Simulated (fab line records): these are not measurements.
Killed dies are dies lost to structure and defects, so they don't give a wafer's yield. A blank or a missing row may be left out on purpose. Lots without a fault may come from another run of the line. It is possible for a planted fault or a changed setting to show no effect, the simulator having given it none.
The same fault as seen by 2 desks || flow gf180mcu || each desk holds nothing but its own numbers, with what lay behind them at the end

AT THE TOOL OWNER'S DESK: rie_diel-02
The tool's own readings at GF_HV_LDD_ETCHBACK_58 (etches Si3N4 in CH3F/O2, stops on SiO2, time 100 s, target depth 90 nm): means of the sampled wafers that have a number, for each lot that ran on this tool. The brackets show how far a lot's mean lies from the usual mean; more than 4 standard deviations puts the lot out of limits, marked OUT.
Columns: A = drypump_motor_current_A at GF_HV_LDD_ETCHBACK_58, usual 5.7 A; B = oes_product_au at GF_HV_LDD_ETCHBACK_58, usual 0.841 a.u.; C = run_length_s at GF_HV_LDD_ETCHBACK_58, usual 128.3 s; D = throttle_valve_pct at GF_HV_LDD_ETCHBACK_58, usual 10.561 %
{"lot": "L216", "first seen here": "day 13 15:17", "A": 5.8, "B": 0.839, "C": 128.4, "D": 10.560}
{"lot": "L217", "first seen here": "day 13 18:03", "A": 5.8, "B": 0.842, "C": 128.1, "D": 10.562}
{"lot": "L223", "first seen here": "day 16 01:07", "A": 5.8, "B": 0.837, "C": 127.9, "D": 10.561}
{"lot": "L234", "first seen here": "day 19 15:25", "A": 5.8, "B": "0.896 (+9.8) OUT", "C": "118.4 (-21) OUT", "D": 10.565}
This desk's finding: out of limits on L234; first on L234, day 19 15:25 (oes_product_au at GF_HV_LDD_ETCHBACK_58). L216, L217, L223: within limits.

METROLOGY DESK
Lot by lot, what the gauges showed, no matter which tool ran the lot: averages of those sampled wafers that carry a number. The brackets show how far a lot's mean lies from the usual mean; more than 4 standard deviations puts the lot out of limits, marked OUT.
Columns: A = V3_BOW at GF_V3_BOW_MEAS_05, usual 116 um
{"lot": "L213", "first seen here": "day 21 12:50", "A": 120}
{"lot": "L214", "first seen here": "day 22 00:48", "A": 112}
{"lot": "L215", "first seen here": "day 22 12:19", "A": 110}
{"lot": "L216", "first seen here": "day 22 16:44", "A": 120}
{"lot": "L217", "first seen here": "day 22 19:37", "A": 125}
{"lot": "L218", "first seen here": "day 23 05:26", "A": 106}
{"lot": "L219", "first seen here": "day 23 17:29", "A": 120}
{"lot": "L220", "first seen here": "day 24 00:05", "A": 117}
{"lot": "L221", "first seen here": "day 24 08:09", "A": 103}
{"lot": "L223", "first seen here": "day 25 06:08", "A": 111}
{"lot": "L233", "first seen here": "day 28 04:22", "A": 132}
{"lot": "L234", "first seen here": "day 28 11:56", "A": 119}
{"lot": "L235", "first seen here": "day 28 18:02", "A": 115}
This desk's verdict: no lot among the 13 shows anything out of limits.

TAKEN TOGETHER
An alarm could have come from the tool owner's desk at day 19 15:25, on L234.
Metrology desk: nothing out of limits seen.
The metrology desk holds a record of L234, inside its limits.
Of the lots named, all ran GF_HV_LDD_ETCHBACK_58 on rie_diel-02.

WHAT THE SIMULATOR HAD INSERTED
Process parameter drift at GF_HV_LDD_ETCHBACK_58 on rie_diel-02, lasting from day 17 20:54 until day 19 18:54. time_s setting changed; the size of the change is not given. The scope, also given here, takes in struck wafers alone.
Struck lots among those shown: L234.
Delay in hours, fault start to first out-of-limits reading, by desk: the tool owner's desk at 43.
